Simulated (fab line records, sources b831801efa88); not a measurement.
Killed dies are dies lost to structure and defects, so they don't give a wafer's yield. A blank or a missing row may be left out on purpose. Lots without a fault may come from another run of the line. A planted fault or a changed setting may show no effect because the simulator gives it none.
fab line records | flow gf180mcu | part 2 of 2: steps 28 to 37 of 37
record lots=5 wafers=15 last_day=34
route steps=602 shown STI@13 DNWELL@32 NWELL@42
lots that met no fault: from a run of the same line without faults
start_h: hours from the record's first day to the start of the lot's first wafer shown | wait_h: hours since the lot's step before | " the same as in the row above | L1.1+2: a row that stands for several wafers | - no value, or no start given | * or withheld: withheld | < > ~ a bound
route shown NAME@n: a module of which the file shows steps, and the number in the route of the first | usual: mean/standard deviation of fault-free wafers | same: alike in all rows | chamber/n: place in a boat | sites: the reading at each site | _std_site: their standard deviation | _edge_site: outer sites' mean less inner sites' | radius_mm: how far each site lies from the wafer's centre | mask NAME#n: copy n | behind: the tool/chamber that last shaped the wafer | hold: why the lot was held/for how many hours/how that ended | device: the transistor (n, p or np) that didn't switch | end of line: the same wafers' tests at the end of the route | a step without rows: its recipe alone | killed: dies lost to structure and defects at the first sort, not the wafer's yield | map: a wafer's dies, x killed, . not, _ none there
set.NAME: the setting as run; set.NAME@STEP: as run at that earlier step | model.NAME: the simulator's own value behind a step, which no gauge read
lots at some steps of the route; a table a step, a row a wafer
services: from which hour (start_h, from the record's first day; less than 0 if before it) a tool's chamber was out of use, for how many hours, and why
## steps
# step GF_DNWELL_STRIP_08
# recipe chemistry=O2/N2 power_w=1400 pressure_mtorr=1500 platen_temp_c=250 o2_flow_sccm=3000 n2_flow_sccm=300 overash_fraction=0.5
# usual chamber_pressure_mTorr=1499.9/1.3 drypump_motor_current_A=5.86/0.27 heater_power_w=318/28 oes_product_au=0.723/0.0043 strip_time_to_endpoint_s=36.94/0.084
# same overash_fraction=0.5
# columns lot.wafer tool chamber start_h wait_h chamber_pressure_mTorr drypump_motor_current_A heater_power_w oes_product_au rf_hours_counter_h strip_time_to_endpoint_s
L077.1 plasma_asher-03 1 59.51 0.1 1500.7 5.77 328 0.726 41 37.09
L077.2 " 0 " " 1500.8 6.08 267 0.721 41 37.09
L077.5 " 0 " " 1501.3 6.08 274 0.725 - 37.13
L083.1 plasma_asher-04 0 91.23 0.1 1500.1 6.26 326 0.723 45 36.83
L083.2 " 1 " " 1500.2 5.36 340 0.721 45 36.86
L083.6 " 0 " " 1496.0 6.23 325 0.726 - 36.90
L090.3 plasma_asher-03 1 125.49 0.1 1501.8 5.79 328 0.724 - 36.89
L090.5 " 0 " " 1498.8 6.08 266 0.729 - 36.96
L090.6 " 1 " " 1499.0 5.76 328 0.720 - 36.85
L096.1 plasma_asher-03 0 165.78 0.1 1500.4 6.10 275 0.726 52 36.91
L096.3 " 0 " " 1499.0 6.10 262 0.721 - 36.91
L096.5 " 0 " " 1500.5 6.12 270 0.730 - 36.88
L097.2 plasma_asher-04 1 170.86 0.1 1497.8 5.32 347 0.729 5 36.92
L097.5 " 1 " " 1499.0 5.33 339 0.716 - 36.92
L097.6 " 0 " " 1499.1 6.25 310 0.721 - 37.07
# step GF_DNWELL_TW_MEAS_09
# usual DNWELL_TW=1369/9.6
# columns lot.wafer tool chamber start_h wait_h DNWELL_TW
L077.1 film_metro-03 - 59.61 0.1 1347
L077.2 " - " " 1353
L077.5 " - " " 1351
L083.1 film_metro-03 - 91.33 0.1 1354
L083.2 " - " " 1358
L083.6 " - " " 1361
L090.3 film_metro-01 - 125.58 0.1 1377
L090.5 " - " " 1373
L090.6 " - " " 1374
L096.1 film_metro-03 - 165.88 0.1 1364
L096.3 " - " " 1355
L096.5 " - " " 1363
L097.2 film_metro-01 - 170.97 0.1 1371
L097.5 " - " " 1370
L097.6 " - " " 1371
# step GF_NWELL_DEHYDRATE_00
# recipe temp_c=200 time_s=60
# usual heater_power_total_W=160.39/0.12
# columns lot.wafer tool chamber start_h wait_h heater_power_total_W
L077.1 litho_track-01 0 65.90 6.3 160.23
L077.2 " 0 " " 160.37
L077.5 " 0 " " 160.38
L083.1 litho_track-01 0 97.90 6.6 160.26
L083.2 " 0 " " 160.53
L083.6 " 0 " " 160.35
L090.3 litho_track-02 0 132.63 7.0 160.21
L090.5 " 0 " " 160.34
L090.6 " 0 " " 160.33
L096.1 litho_track-02 0 173.38 7.5 160.50
L096.3 " 0 " " 160.48
L096.5 " 0 " " 160.53
L097.2 litho_track-01 0 179.42 8.4 160.33
L097.5 " 0 " " 160.12
L097.6 " 0 " " 160.37
# step GF_NWELL_HMDS_01
# recipe prime_time_s=60 prime_temp_c=120
# columns lot.wafer tool chamber start_h wait_h
L077.1+2+5 litho_track-01 0 66.05 0.1
L083.1+2+6 litho_track-01 0 98.05 0.1
L090.3+5+6 litho_track-02 0 132.78 0.1
L096.1+3+5 litho_track-02 0 173.53 0.1
L097.2+5+6 litho_track-01 0 179.57 0.1
# step GF_NWELL_COAT_02
# recipe spin_rpm=2000 resist_thk_nm=3000
# usual dispense_pressure_kPa=51.1/0.85
# columns lot.wafer tool chamber start_h wait_h dispense_pressure_kPa
L077.1 litho_track-01 0 66.20 0.1 50.3
L077.2 " 0 " " 50.3
L077.5 " 0 " " 50.3
L083.1 litho_track-01 0 98.20 0.1 50.3
L083.2 " 0 " " 50.3
L083.6 " 0 " " 50.3
L090.3 litho_track-02 0 132.93 0.1 52.1
L090.5 " 0 " " 52.1
L090.6 " 0 " " 52.2
L096.1 litho_track-02 0 173.68 0.1 52.1
L096.3 " 0 " " 52.1
L096.5 " 0 " " 52.1
L097.2 litho_track-01 0 179.72 0.1 50.2
L097.5 " 0 " " 50.3
L097.6 " 0 " " 50.3
# step GF_NWELL_SOFTBAKE_03
# recipe temp_c=110 time_s=withheld
# usual heater_power_total_W=65.32/0.14
# columns lot.wafer tool chamber start_h wait_h heater_power_total_W
L077.1 litho_track-01 0 66.35 0.1 65.43
L077.2 " 0 " " 65.28
L077.5 " 0 " " 65.53
L083.1 litho_track-01 0 98.35 0.1 65.25
L083.2 " 0 " " 65.14
L083.6 " 0 " " 65.43
L090.3 litho_track-02 0 133.10 0.1 65.21
L090.5 " 0 " " 65.11
L090.6 " 0 " " 65.28
L096.1 litho_track-02 0 173.83 0.1 65.53
L096.3 " 0 " " 65.15
L096.5 " 0 " " 65.27
L097.2 litho_track-01 0 179.88 0.1 65.39
L097.5 " 0 " " 65.49
L097.6 " 0 " " 65.54
# step GF_NWELL_EXPOSE_04
# recipe mask_id=Nwell target_cd_nm=860 na=0.6 source_shape=conventional sigma_outer=0.6 dose_mj=260
# usual reticle_temp_C=22.98/0.11
# columns lot.wafer tool chamber start_h wait_h mask reticle_temp_C
L077.1 iline_stepper-02 0 - - Nwell#0 23.11
L077.2 " 0 " " Nwell#0 23.15
L077.5 " 0 " " Nwell#0 23.10
L083.1 iline_stepper-02 0 - - Nwell#0 23.13
L083.2 " 0 " " Nwell#0 22.98
L083.6 " 0 " " Nwell#0 22.92
L090.3 iline_stepper-02 0 - - Nwell#0 23.13
L090.5 " 0 " " Nwell#0 23.20
L090.6 " 0 " " Nwell#0 23.05
L096.1 iline_stepper-01 0 - - Nwell#0 22.99
L096.3 " 0 " " Nwell#0 22.98
L096.5 " 0 " " Nwell#0 23.04
L097.2 iline_stepper-02 0 - - Nwell#0 23.00
L097.5 " 0 " " Nwell#0 22.95
L097.6 " 0 " " Nwell#0 22.87
# step GF_NWELL_PEB_05
# recipe temp_c=115 time_s=withheld
# usual heater_power_total_W=69.34/0.12
# columns lot.wafer tool chamber start_h wait_h heater_power_total_W
L077.1 litho_track-04 0 - - 69.19
L077.2 " 0 " " 69.40
L077.5 " 0 " " 69.43
L083.1 litho_track-04 0 - - 69.25
L083.2 " 0 " " 69.21
L083.6 " 0 " " 69.43
L090.3 litho_track-01 0 - - 69.50
L090.5 " 0 " " 69.23
L090.6 " 0 " " 69.53
L096.1 litho_track-04 0 - - 69.32
L096.3 " 0 " " 69.34
L096.5 " 0 " " 69.34
L097.2 litho_track-04 0 - - 69.37
L097.5 " 0 " " 69.35
L097.6 " 0 " " 69.24
# step GF_NWELL_DEVELOP_06
# recipe wall_angle_deg=90 develop_time_s=60 dev_temp_c=23
# columns lot.wafer tool chamber start_h wait_h
L077.1+2+5 litho_track-04 0 - -
L083.1+2+6 litho_track-04 0 - -
L090.3+5+6 litho_track-01 0 - -
L096.1+3+5 litho_track-04 0 - -
L097.2+5+6 litho_track-04 0 - -
# step GF_NWELL_OVL_MEAS_07
# usual NWELL_OVL=0.2/1.5
# columns lot.wafer tool chamber start_h wait_h NWELL_OVL[nm]
L077.1 overlay-02 - 73.21 - -0.9
L077.2 " - " " 0.5
L077.5 " - " " -0.6
L083.1 overlay-02 - 105.11 - -0.6
L083.2 " - " " -0.5
L083.6 " - " " -3.0
L090.3 overlay-02 - 140.31 - 0.5
L090.5 " - " " -0.8
L090.6 " - " " -2.1
L096.1 overlay-02 - 182.41 - 1.2
L096.3 " - " " 0.2
L096.5 " - " " 0.8
L097.2 overlay-01 - 188.47 - -0.2
L097.5 " - " " 0.8
L097.6 " - " " 0.2
## services
# columns tool chamber start_h hours kind
implanter-04 - 17.20 0.5 repair
iline_stepper-01 - 19.70 1.7 pm
cmp-02 - 20.48 4.0 repair
rie_diel-04 - 20.51 0.6 repair
iline_stepper-02 - 24.75 1.7 pm
rie_si-02 1 26.95 6.5 repair
plasma_asher-03 - 27.04 1.9 repair
wet_bench-04 - 49.81 1.1 repair
plasma_asher-03 - 60.07 7.1 repair
cmp-01 - 64.00 4.0 pm
cmp-01 - 66.01 0.3 repair
furnace-01 - 67.15 4.5 repair
cmp-01 - 71.83 10.8 pm
cmp-01 - 82.65 3.7 pm
cmp-01 - 89.71 0.3 repair
iline_stepper-02 - 99.87 2.1 pm
plasma_asher-03 - 109.71 1.4 repair
rie_si-02 1 111.83 2.2 repair
iline_stepper-02 - 116.94 4.1 repair
furnace-02 - 125.79 3.7 pm
furnace-02 - 140.13 3.7 pm
hdpcvd-02 - 143.47 0.7 repair
furnace-01 - 149.97 3.7 pm
wet_bench-03 - 175.13 5.7 repair
